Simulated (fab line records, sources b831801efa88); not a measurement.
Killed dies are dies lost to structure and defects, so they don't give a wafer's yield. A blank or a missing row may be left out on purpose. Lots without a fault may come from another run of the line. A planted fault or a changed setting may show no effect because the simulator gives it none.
Which tool did it? | flow sky130 | 24 lots, 72 wafers sampled, at 6 steps of a route of 708

WHAT THE GAUGES READ, wafer by wafer
SKY_FIELD_ISO_THK_MEAS_25. Usual: FIELD_ISO_CVD_24_THK 592 nm, standard deviation 6.1.
lot  | measured    | on            | FIELD_ISO_CVD_24_THK (nm) | flag
L074 | day 2 10:32 | film_metro-03 | 605 603 602               |
L076 | day 2 19:46 | film_metro-01 | 590 588 594               |
L075 | day 2 20:07 | film_metro-01 | 599 593 600               |
L077 | day 3 02:01 | film_metro-04 | 599 599 602               |
L078 | day 3 05:42 | film_metro-03 | 594 587 589               |
L079 | day 3 11:02 | film_metro-01 | 591 592 590               |
L080 | day 3 12:22 | film_metro-01 | 592 597 595               |
L081 | day 3 20:07 | film_metro-04 | 586 590 589               |
L082 | day 4 02:22 | film_metro-04 | 582 586 585               |
L083 | day 4 07:48 | film_metro-04 | 584 583 582               |
L084 | day 4 10:40 | film_metro-03 | 597 586 589               |
L085 | day 4 14:46 | film_metro-03 | 594 595 591               |
L086 | day 4 21:10 | film_metro-03 | 588 583 579               |
L087 | day 5 02:22 | film_metro-04 | 583 592 597               |
L088 | day 5 06:58 | film_metro-03 | 596 587 588               |
L089 | day 5 14:37 | film_metro-01 | 591 609 603               |
L090 | day 5 17:52 | film_metro-03 | 590 593 594               |
L091 | day 6 00:01 | film_metro-04 | 591 588 595               |
L092 | day 6 04:24 | film_metro-03 | 588 592 586               |
L093 | day 6 09:38 | film_metro-01 | 595 586 597               |
L094 | day 6 15:44 | film_metro-04 | 593 593 589               |
L095 | day 6 22:56 | film_metro-01 | 594 590 596               |
L096 | day 7 04:27 | film_metro-04 | 592 596 599               |
L097 | day 7 05:32 | film_metro-03 | 590 596 596               |

SKY_CAPM_THK_MEAS_01. Usual: CAPM_CVD_00_THK 15.48 nm, standard deviation 0.22.
lot  | measured     | on            | CAPM_CVD_00_THK (nm) | flag
L074 | day 36 12:41 | film_metro-02 | 15.40 15.64 15.52    |
L076 | day 37 14:06 | film_metro-01 | 15.58 15.64 15.86    |
L075 | day 37 15:30 | film_metro-02 | 15.50 15.23 15.55    |
L077 | day 37 21:27 | film_metro-02 | 15.40 15.53 15.57    |
L078 | day 37 20:36 | film_metro-03 | 15.19 15.67 15.63    |
L079 | day 38 03:58 | film_metro-01 | 15.19 15.53 15.36    |
L080 | day 38 04:43 | film_metro-01 | 15.43 15.25 15.65    |
L081 | day 38 20:46 | film_metro-02 | 15.13 15.37 15.31    |
L082 | day 39 10:08 | film_metro-01 | 15.35 15.82 15.82    |
L083 | day 39 09:28 | film_metro-03 | 14.98 15.34 15.12    |
L084 | day 39 14:42 | film_metro-01 | 15.23 15.34 15.53    |
L085 | day 40 08:31 | film_metro-02 | 15.26 15.36 15.46    |
L086 | day 40 11:10 | film_metro-02 | 15.45 15.60 15.68    |
L087 | day 40 13:52 | film_metro-02 | 15.55 15.65 15.38    |
L088 | day 41 02:48 | film_metro-02 | 15.29 15.31 15.51    |
L089 | day 41 13:08 | film_metro-01 | 15.52 15.83 15.41    |
L090 | day 41 15:19 | film_metro-01 | 15.54 15.81 15.68    |
L091 | day 41 16:13 | film_metro-01 | 15.61 15.66 15.67    |
L092 | day 42 02:13 | film_metro-02 | 15.27 15.37 15.71    |
L093 | day 42 12:20 | film_metro-03 | 15.13 15.50 15.62    |
L094 | day 42 10:33 | film_metro-01 | 14.87 15.11 15.24    |
L095 | day 44 08:23 | film_metro-02 | 15.36 15.48 15.49    |
L096 | day 44 03:52 | film_metro-01 | 15.37 15.45 15.66    |
L097 | day 44 05:38 | film_metro-03 | 15.38 15.56 15.77    |

WHICH TOOL RAN EACH LOT (tool, then ch and the chambers of the sampled wafers, then the start)
lot  | SKY_DNWELL_STRIP_08                 | SKY_VIA1_CMP_02               | SKY_METAL3_SPUTTER_04        | SKY_CAPM_CVD_00
L074 | plasma_asher-02 ch 0,1, day 3 06:13 | cmp-01 ch 2,3, day 33 00:27   | pvd_sputter-04, day 36 12:36 | pecvd-01 ch 0,1,2, day 36 12:39
L076 | plasma_asher-02 ch 0,1, day 3 16:29 | cmp-02 ch 0,1,2, day 34 02:40 | pvd_sputter-02, day 37 14:01 | pecvd-02 ch 0,1,2, day 37 14:04
L075 | plasma_asher-02 ch 0,1, day 3 16:58 | cmp-01 ch 1,2,3, day 34 03:07 | pvd_sputter-02, day 37 15:25 | pecvd-01 ch 0,1,2, day 37 15:28
L077 | plasma_asher-02 ch 0,1, day 4 00:02 | cmp-01 ch 1,2, day 34 10:01   | pvd_sputter-02, day 37 21:22 | pecvd-02 ch 1,2, day 37 21:25
L078 | plasma_asher-01 ch 0,1, day 4 04:23 | cmp-02 ch 0,1,2, day 34 09:02 | pvd_sputter-02, day 37 20:31 | pecvd-04 ch 0,1,2, day 37 20:34
L079 | plasma_asher-04 ch 0,1, day 4 08:26 | cmp-02 ch 0,1,2, day 34 16:23 | pvd_sputter-04, day 38 03:54 | pecvd-02 ch 1,2, day 38 03:57
L080 | plasma_asher-02 ch 0,1, day 4 09:26 | cmp-01 ch 0,1,2, day 34 16:44 | pvd_sputter-02, day 38 04:39 | pecvd-04 ch 0,1, day 38 04:42
L081 | plasma_asher-04 ch 0,1, day 4 17:18 | cmp-02 ch 0,3, day 35 10:04   | pvd_sputter-02, day 38 20:41 | pecvd-01 ch 0,1,2, day 38 20:44
L082 | plasma_asher-01 ch 0,1, day 4 23:16 | cmp-01 ch 0,2,3, day 36 00:51 | pvd_sputter-04, day 39 10:02 | pecvd-04 ch 0,1,2, day 39 10:06
L083 | plasma_asher-02 ch 0,1, day 5 04:08 | cmp-02 ch 2,3, day 35 22:54   | pvd_sputter-04, day 39 09:23 | pecvd-01 ch 0,1, day 39 09:26
L084 | plasma_asher-02 ch 0,1, day 5 09:08 | cmp-02 ch 2,3, day 36 05:00   | pvd_sputter-04, day 39 14:37 | pecvd-02 ch 1,2, day 39 14:40
L085 | plasma_asher-01 ch 0, day 5 13:43   | cmp-01 ch 0,3, day 36 23:07   | pvd_sputter-02, day 40 08:26 | pecvd-01 ch 1,2, day 40 08:29
L086 | plasma_asher-04 ch 0,1, day 5 18:47 | cmp-01 ch 0,1,2, day 37 01:39 | pvd_sputter-02, day 40 11:05 | pecvd-02 ch 0,1,2, day 40 11:08
L087 | plasma_asher-01 ch 0,1, day 6 00:28 | cmp-01 ch 1,3, day 37 04:50   | pvd_sputter-01, day 40 13:46 | pecvd-01 ch 1,2, day 40 13:50
L088 | plasma_asher-01 ch 0,1, day 6 06:13 | cmp-01 ch 0,2,3, day 37 17:46 | pvd_sputter-02, day 41 02:43 | pecvd-02 ch 0,1,2, day 41 02:46
L089 | plasma_asher-01 ch 0,1, day 6 12:47 | cmp-02 ch 0,2,3, day 38 04:44 | pvd_sputter-01, day 41 13:04 | pecvd-04 ch 0,1,2, day 41 13:07
L090 | plasma_asher-02 ch 0,1, day 6 18:34 | cmp-02 ch 0,1,2, day 38 07:07 | pvd_sputter-04, day 41 15:13 | pecvd-02 ch 0,2, day 41 15:16
L091 | plasma_asher-02 ch 0,1, day 6 23:19 | cmp-01 ch 0,2,3, day 38 08:56 | pvd_sputter-01, day 41 16:07 | pecvd-01 ch 0,1,2, day 41 16:10
L092 | plasma_asher-01 ch 0,1, day 7 03:04 | cmp-02 ch 0,1,2, day 38 19:31 | pvd_sputter-01, day 42 02:08 | pecvd-04 ch 0,2, day 42 02:11
L093 | plasma_asher-01 ch 0,1, day 7 10:31 | cmp-02 ch 1,2,3, day 39 06:01 | pvd_sputter-04, day 42 12:14 | pecvd-02 ch 0,1, day 42 12:17
L094 | plasma_asher-02 ch 0,1, day 7 16:09 | cmp-02 ch 0,1,2, day 39 04:37 | pvd_sputter-01, day 42 10:28 | pecvd-01 ch 0,1,2, day 42 10:31
L095 | plasma_asher-01 ch 0,1, day 8 00:08 | cmp-02 ch 0,1,2, day 41 06:22 | pvd_sputter-04, day 44 08:18 | pecvd-02 ch 0,2, day 44 08:21
L096 | plasma_asher-01 ch 0,1, day 8 05:17 | cmp-02 ch 0,1, day 41 01:16   | pvd_sputter-01, day 44 03:48 | pecvd-04 ch 0,1, day 44 03:51
L097 | plasma_asher-04 ch 0,1, day 8 06:10 | cmp-02 ch 0,1,2, day 41 03:04 | pvd_sputter-01, day 44 05:34 | pecvd-02 ch 0,2, day 44 05:37
- SKY_DNWELL_STRIP_08: strips in O2/N2.
- SKY_VIA1_CMP_02: polishes SiO2.
- SKY_METAL3_SPUTTER_04: material TiN, target thk 70 nm, time 58.3 s.
- SKY_CAPM_CVD_00: deposits SiO2, target thk 15.5 nm.

WHAT THE TOOLS THEMSELVES READ (means of the sampled wafers that have a number; where no wafer has one, the mark that the record gives instead)
SKY_DNWELL_STRIP_08. Usual: drypump_motor_current_A 6.00 A, standard deviation 0.23; n2_flow_sccm 300.3 sccm, standard deviation 0.83; oes_product_au 0.722 a.u., standard deviation 0.005; strip_time_to_endpoint_s 36.88 s, standard deviation 0.1.
lot  | tool            | drypump_motor_current_A (A) | n2_flow_sccm (sccm) | oes_product_au (a.u.) | strip_time_to_endpoint_s (s) | flag
L074 | plasma_asher-02 | 5.97                        | 300.0               | 0.718                 | 36.84                        |
L076 | plasma_asher-02 | 5.98                        | 300.8               | 0.717                 | 36.93                        |
L075 | plasma_asher-02 | 6.15                        | 300.4               | 0.719                 | 37.13                        |
L077 | plasma_asher-02 | 5.97                        | 301.0               | 0.722                 | 36.72                        |
L078 | plasma_asher-01 | 5.86                        | 300.3               | 0.723                 | 36.83                        |
L079 | plasma_asher-04 | 5.97                        | 300.4               | 0.723                 | 36.91                        |
L080 | plasma_asher-02 | 6.17                        | 300.9               | 0.725                 | 36.85                        |
L081 | plasma_asher-04 | 5.98                        | 300.2               | 0.726                 | 36.89                        |
L082 | plasma_asher-01 | 5.92                        | 299.7               | 0.728                 | 36.92                        |
L083 | plasma_asher-02 | 5.99                        | 301.3               | 0.727                 | 36.73                        |
L084 | plasma_asher-02 | 6.15                        | 299.8               | 0.721                 | 36.93                        |
L085 | plasma_asher-01 | 5.80                        | 301.4               | 0.720                 | 36.84                        |
L086 | plasma_asher-04 | 6.16                        | 299.3               | 0.724                 | 36.90                        |
L087 | plasma_asher-01 | 5.92                        | 299.7               | 0.726                 | 36.90                        |
L088 | plasma_asher-01 | 5.87                        | 300.7               | 0.725                 | 36.87                        |
L089 | plasma_asher-01 | 5.85                        | 300.4               | 0.726                 | 37.01                        |
L090 | plasma_asher-02 | 6.17                        | 300.5               | 0.724                 | 36.71                        |
L091 | plasma_asher-02 | 6.12                        | 299.3               | 0.722                 | 36.88                        |
L092 | plasma_asher-01 | 5.85                        | 300.5               | 0.726                 | 36.99                        |
L093 | plasma_asher-01 | 5.93                        | 300.4               | 0.724                 | 36.81                        |
L094 | plasma_asher-02 | 5.99                        | 300.2               | 0.724                 | 36.82                        |
L095 | plasma_asher-01 | 5.91                        | 300.3               | 0.720                 | 36.81                        |
L096 | plasma_asher-01 | 5.93                        | 299.9               | 0.721                 | 36.89                        |
L097 | plasma_asher-04 | 5.98                        | 299.4               | 0.721                 | 36.78                        |

SKY_VIA1_CMP_02. Usual: motor_current_A 12.3 A, standard deviation 1.2.
lot  | tool   | motor_current_A (A) | flag
L074 | cmp-01 | 11.9                |
L076 | cmp-02 | 12.1                |
L075 | cmp-01 | 12.5                |
L077 | cmp-01 | 13.3                |
L078 | cmp-02 | 12.2                |
L079 | cmp-02 | 12.2                |
L080 | cmp-01 | 13.5                |
L081 | cmp-02 | 12.0                |
L082 | cmp-01 | 12.5                |
L083 | cmp-02 | 11.8                |
L084 | cmp-02 | 11.0                |
L085 | cmp-01 | 11.6                |
L086 | cmp-01 | 13.7                |
L087 | cmp-01 | 11.7                |
L088 | cmp-01 | 12.1                |
L089 | cmp-02 | 12.0                |
L090 | cmp-02 | 12.1                |
L091 | cmp-01 | 12.3                |
L092 | cmp-02 | 12.1                |
L093 | cmp-02 | 11.7                |
L094 | cmp-02 | 12.1                |
L095 | cmp-02 | 12.1                |
L096 | cmp-02 | 13.0                |
L097 | cmp-02 | 12.3                |

SKY_METAL3_SPUTTER_04. Usual: throttle_valve_pct 29.7 %, standard deviation 1.1.
lot  | tool           | throttle_valve_pct (%) | flag
L074 | pvd_sputter-04 | 29.9                   |
L076 | pvd_sputter-02 | 28.5                   |
L075 | pvd_sputter-02 | 28.6                   |
L077 | pvd_sputter-02 | 29.7                   |
L078 | pvd_sputter-02 | 28.8                   |
L079 | pvd_sputter-04 | 30.2                   |
L080 | pvd_sputter-02 | 28.8                   |
L081 | pvd_sputter-02 | 29.4                   |
L082 | pvd_sputter-04 | 30.1                   |
L083 | pvd_sputter-04 | 29.1                   |
L084 | pvd_sputter-04 | 30.2                   |
L085 | pvd_sputter-02 | 28.8                   |
L086 | pvd_sputter-02 | 28.5                   |
L087 | pvd_sputter-01 | 30.7                   |
L088 | pvd_sputter-02 | 28.5                   |
L089 | pvd_sputter-01 | 30.0                   |
L090 | pvd_sputter-04 | 30.1                   |
L091 | pvd_sputter-01 | 30.4                   |
L092 | pvd_sputter-01 | 31.5                   |
L093 | pvd_sputter-04 | 30.1                   |
L094 | pvd_sputter-01 | 30.5                   |
L095 | pvd_sputter-04 | 30.2                   |
L096 | pvd_sputter-01 | 30.6                   |
L097 | pvd_sputter-01 | 29.8                   |

SKY_CAPM_CVD_00. Usual: heater_power_w 749 W, standard deviation 87.
lot  | tool     | heater_power_w (W) | flag
L074 | pecvd-01 | 839                |
L076 | pecvd-02 | 668                |
L075 | pecvd-01 | 807                |
L077 | pecvd-02 | 694                |
L078 | pecvd-04 | 736                |
L079 | pecvd-02 | 748                |
L080 | pecvd-04 | 725                |
L081 | pecvd-01 | 825                |
L082 | pecvd-04 | 775                |
L083 | pecvd-01 | 871                |
L084 | pecvd-02 | 699                |
L085 | pecvd-01 | 769                |
L086 | pecvd-02 | 735                |
L087 | pecvd-01 | 704                |
L088 | pecvd-02 | 730                |
L089 | pecvd-04 | 708                |
L090 | pecvd-02 | 656                |
L091 | pecvd-01 | 782                |
L092 | pecvd-04 | 730                |
L093 | pecvd-02 | 754                |
L094 | pecvd-01 | 812                |
L095 | pecvd-02 | 655                |
L096 | pecvd-04 | 773                |
L097 | pecvd-02 | 686                |

THE ANSWER, worked out from the rows above alone
Rule: a lot is off if the mean of its wafers that have a number lies more than 3 standard deviations from the usual mean. A lot without any number at a reading at which 4 lots or more have one is off too. The other lots that the step has rows for count as sound. The gauges are gone through in route order, then the tools' own readings, and for those a lot's mean is taken as printed above. The first step at which some lot is off is used, and at that step the reading that is off furthest; a lot without a number counts as furthest.
No lot is off at any reading shown: from this, nothing can be told.

WHAT THE SIMULATOR HAD PUT IN
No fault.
